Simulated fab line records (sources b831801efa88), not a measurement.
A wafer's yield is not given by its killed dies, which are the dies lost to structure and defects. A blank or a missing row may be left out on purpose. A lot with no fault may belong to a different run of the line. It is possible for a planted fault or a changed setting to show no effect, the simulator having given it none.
fab line records ; flow sfq-line
record: lots: 14; wafers: 42; last-day: 81
route steps=325 shown L0@9 L0V@20
lots with no fault: from the same line, run without faults
start-h: hours from the record's opening day to when the first of the lot's shown wafers began ; wait-h: hours from the lot's prior step to this one ; " the same as in the row above ; L1.1+2: one row covering several wafers at once ; - no value, or no start given ; * or withheld: withheld ; < > ~ a bound
route shown NAME@n: names a module that has steps shown in the file, with the first one's number in the route ; usual: mean and standard deviation over wafers with no fault ; same: alike in all rows ; chamber/n: place in a boat ; sites: the reading at each site ; _std_site: standard deviation across them ; _edge_site: outer sites' mean less inner sites' ; radius-mm: how far each site lies from the wafer's centre ; mask NAME#n: copy n ; behind: the tool/chamber that last shaped the wafer ; hold: reason for holding the lot/hours on hold/outcome of the hold ; device: names the non-switching transistor (n, p or np) ; end of line: at the end of the route, the tests of the same wafers ; a step with no rows: only its recipe ; killed: the dies lost at the first sort to structure and to defects; this is not the yield of the wafer ; map: shows each die of a wafer: x if killed, . if not, _ if none is there
set.NAME: the run value of the setting; set.NAME@STEP: its run value at that earlier step ; model.NAME: the simulator's own value behind a step, which no gauge read
one table for each step of the route and one row for each wafer, over a sample of lots
services: when a tool's chamber went out of use (start-h, in hours from the record's first day, below 0 if earlier), for how many hours, and the reason
== steps ==
step: SFQ_TRILAYER_L0_LITHO_EXPOSE_006
recipe: mask-id: L0; na: 0.6; source-shape: conventional; sigma-outer: 0.65; target-cd-nm: 2000; dose-mj: 14.4
usual: exposure-dose-mJ-cm2: 14.398/0.014; focus-offset-nm: 0.2/0.52
lot.wafer;tool;chamber;start-h;wait-h;mask;exposure-dose-mJ-cm2;focus-offset-nm
L347.2;krf-scanner-02;0;33.08;-;L0#0;14.377;-0.7
L347.4;krf-scanner-02;0;33.08;-;L0#0;14.394;-0.4
L347.6;krf-scanner-02;0;33.08;-;L0#0;14.400;-0.5
L348.3;krf-scanner-02;0;35.68;-;L0#0;14.394;-0.2
L348.4;krf-scanner-02;0;35.68;-;L0#0;14.387;-0.4
L348.5;krf-scanner-02;0;35.68;-;L0#0;14.378;0.1
L349.3;krf-scanner-02;0;77.71;-;L0#0;14.375;0.6
L349.4;krf-scanner-02;0;77.71;-;L0#0;14.371;0.1
L349.5;krf-scanner-02;0;77.71;-;L0#0;14.383;0.7
L351.2;krf-scanner-01;0;100.20;-;L0#0;14.399;0.3
L351.3;krf-scanner-01;0;100.20;-;L0#0;14.415;0.1
L351.5;krf-scanner-01;0;100.20;-;L0#0;14.397;0.9
L353.3;krf-scanner-01;0;111.20;-;L0#0;14.396;0.1
L353.4;krf-scanner-01;0;111.20;-;L0#0;14.397;-0.2
L353.5;krf-scanner-01;0;111.20;-;L0#0;14.414;-0.1
L354.1;krf-scanner-01;0;116.80;-;L0#0;14.398;0.3
L354.3;krf-scanner-01;0;116.80;-;L0#0;14.376;0.2
L354.6;krf-scanner-01;0;116.80;-;L0#0;14.418;0.7
L355.1;krf-scanner-01;0;122.80;-;L0#0;14.392;-0.4
L355.2;krf-scanner-01;0;122.80;-;L0#0;14.402;0.9
L355.4;krf-scanner-01;0;122.80;-;L0#0;14.388;0.5
L356.1;krf-scanner-01;0;128.80;-;L0#0;14.402;-0.4
L356.3;krf-scanner-01;0;128.80;-;L0#0;14.406;0.3
L356.5;krf-scanner-01;0;128.80;-;L0#0;14.385;-0.3
L357.1;krf-scanner-01;0;136.00;-;L0#0;14.395;-0.1
L357.3;krf-scanner-01;0;136.00;-;L0#0;14.397;-0.7
L357.4;krf-scanner-01;0;136.00;-;L0#0;14.401;-0.6
L359.2;krf-scanner-02;0;150.58;-;L0#0;14.414;0.4
L359.3;krf-scanner-02;0;150.58;-;L0#0;14.381;0.3
L359.6;krf-scanner-02;0;150.58;-;L0#0;14.372;0.0
L363.2;krf-scanner-01;-;179.63;-;L0#0;-;-
L363.5;krf-scanner-01;-;179.63;-;L0#0;-;-
L363.6;krf-scanner-01;-;179.63;-;L0#0;-;-
L364.1;krf-scanner-01;-;186.63;-;L0#0;-;-
L364.5;krf-scanner-01;-;186.63;-;L0#0;-;-
L364.6;krf-scanner-01;-;186.63;-;L0#0;-;-
L367.2;krf-scanner-01;0;198.83;-;L0#0;14.386;0.4
L367.4;krf-scanner-01;0;198.83;-;L0#0;14.376;0.5
L367.5;krf-scanner-01;0;198.83;-;L0#0;14.389;-0.2
L369.1;krf-scanner-01;0;213.03;-;L0#0;14.386;0.7
L369.4;krf-scanner-01;0;213.03;-;L0#0;14.395;0.2
L369.5;krf-scanner-01;0;213.03;-;L0#0;14.377;0.8
step: SFQ_TRILAYER_L0_VIA_LITHO_EXPOSE_014
recipe: mask-id: L0V; na: 0.6; source-shape: conventional; sigma-outer: 0.65; target-cd-nm: 700; dose-mj: 21.3
usual: exposure-dose-mJ-cm2: 21.301/0.022; focus-offset-nm: 0.0/0.56
lot.wafer;tool;chamber;start-h;wait-h;mask;exposure-dose-mJ-cm2;focus-offset-nm
L347.2;krf-scanner-02;0;92.66;-;L0V#0;21.280;0.1
L347.4;krf-scanner-02;0;92.66;-;L0V#0;21.264;0.6
L347.6;krf-scanner-02;0;92.66;-;L0V#0;21.271;-0.1
L348.3;krf-scanner-02;0;94.06;-;L0V#0;21.291;0.3
L348.4;krf-scanner-02;0;94.06;-;L0V#0;21.305;0.0
L348.5;krf-scanner-02;0;94.06;-;L0V#0;21.335;0.8
L349.3;krf-scanner-02;0;159.18;-;L0V#0;21.280;-0.6
L349.4;krf-scanner-02;0;159.18;-;L0V#0;21.287;0.2
L349.5;krf-scanner-02;0;159.18;-;L0V#0;21.289;-0.5
L351.2;krf-scanner-01;0;189.23;-;L0V#0;21.355;-0.2
L351.3;krf-scanner-01;0;189.23;-;L0V#0;21.322;-0.5
L351.5;krf-scanner-01;0;189.23;-;L0V#0;21.339;-0.2
L353.3;krf-scanner-01;0;200.23;-;L0V#0;21.271;0.3
L353.4;krf-scanner-01;0;200.23;-;L0V#0;21.257;-0.6
L353.5;krf-scanner-01;0;200.23;-;L0V#0;21.284;-0.5
L354.1;krf-scanner-01;0;208.23;-;L0V#0;21.316;0.4
L354.3;krf-scanner-01;0;208.23;-;L0V#0;21.293;0.9
L354.6;krf-scanner-01;0;208.23;-;L0V#0;21.314;0.1
L355.1;krf-scanner-01;0;219.03;-;L0V#0;21.328;-0.7
L355.2;krf-scanner-01;0;219.03;-;L0V#0;21.343;0.0
L355.4;krf-scanner-01;0;219.03;-;L0V#0;21.316;-0.1
L356.1;krf-scanner-01;0;225.03;-;L0V#0;21.303;0.6
L356.3;krf-scanner-01;0;225.03;-;L0V#0;21.262;0.5
L356.5;krf-scanner-01;0;225.03;-;L0V#0;21.303;0.4
L357.1;krf-scanner-02;0;232.57;-;L0V#0;21.280;0.0
L357.3;krf-scanner-02;0;232.57;-;L0V#0;21.316;0.2
L357.4;krf-scanner-02;0;232.57;-;L0V#0;21.318;-0.5
L359.2;krf-scanner-02;0;248.40;-;L0V#0;21.252;0.2
L359.3;krf-scanner-02;0;248.40;-;L0V#0;21.291;-1.2
L359.6;krf-scanner-02;0;248.40;-;L0V#0;21.305;-0.1
L363.2;krf-scanner-01;-;278.52;-;L0V#0;-;-
L363.5;krf-scanner-01;-;278.52;-;L0V#0;-;-
L363.6;krf-scanner-01;-;278.52;-;L0V#0;-;-
L364.1;krf-scanner-01;-;286.72;-;L0V#0;-;-
L364.5;krf-scanner-01;-;286.72;-;L0V#0;-;-
L364.6;krf-scanner-01;-;286.72;-;L0V#0;-;-
L367.2;krf-scanner-02;0;306.04;-;L0V#0;21.261;0.2
L367.4;krf-scanner-02;0;306.04;-;L0V#0;21.311;0.1
L367.5;krf-scanner-02;0;306.04;-;L0V#0;21.298;-0.1
L369.1;krf-scanner-02;0;317.84;-;L0V#0;21.286;0.4
L369.4;krf-scanner-02;0;317.84;-;L0V#0;21.274;0.8
L369.5;krf-scanner-02;0;317.84;-;L0V#0;21.281;1.1
== services ==
tool;chamber;start-h;hours;kind
krf-scanner-01;-;9.37;3.6;pm
krf-scanner-01;-;22.17;0.5;repair
krf-scanner-02;-;57.01;1.3;pm
krf-scanner-01;-;58.70;1.0;pm
krf-scanner-01;-;64.50;0.8;pm
krf-scanner-01;-;65.25;3.0;pm
krf-scanner-02;-;75.11;1.0;pm
krf-scanner-02;-;80.91;0.8;pm
krf-scanner-02;-;90.38;0.3;repair
krf-scanner-01;-;92.37;4.0;pm
krf-scanner-02;-;95.12;3.0;repair
krf-scanner-01;-;140.80;4.4;pm
krf-scanner-02;-;162.69;0.1;repair
krf-scanner-01;-;167.97;1.3;pm
krf-scanner-01;-;170.65;1.6;repair
krf-scanner-01;-;227.43;1.0;pm
krf-scanner-01;-;232.61;0.8;pm
krf-scanner-02;-;233.77;1.3;pm
krf-scanner-01;-;243.80;1.1;repair
krf-scanner-02;-;246.00;1.0;pm
krf-scanner-02;-;249.40;0.8;pm
== key ==
first-sign: step: SFQ_TRILAYER_L0_LITHO_EXPOSE_006; reading: tool-record; direction: missing
effect: step: SFQ_TRILAYER_L0_VIA_LITHO_EXPOSE_014; reading: tool-record; direction: missing
met-at SFQ_TRILAYER_L0_LITHO_EXPOSE_006
struck-lots L363,L364
onset-between 136.00 179.63
fault: kind: skipped-step-whole; tool: krf-scanner-01; chamber: -; onset-h: 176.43; steps: SFQ_TRILAYER_L0_LITHO_EXPOSE_006; scope: struck-lots-only
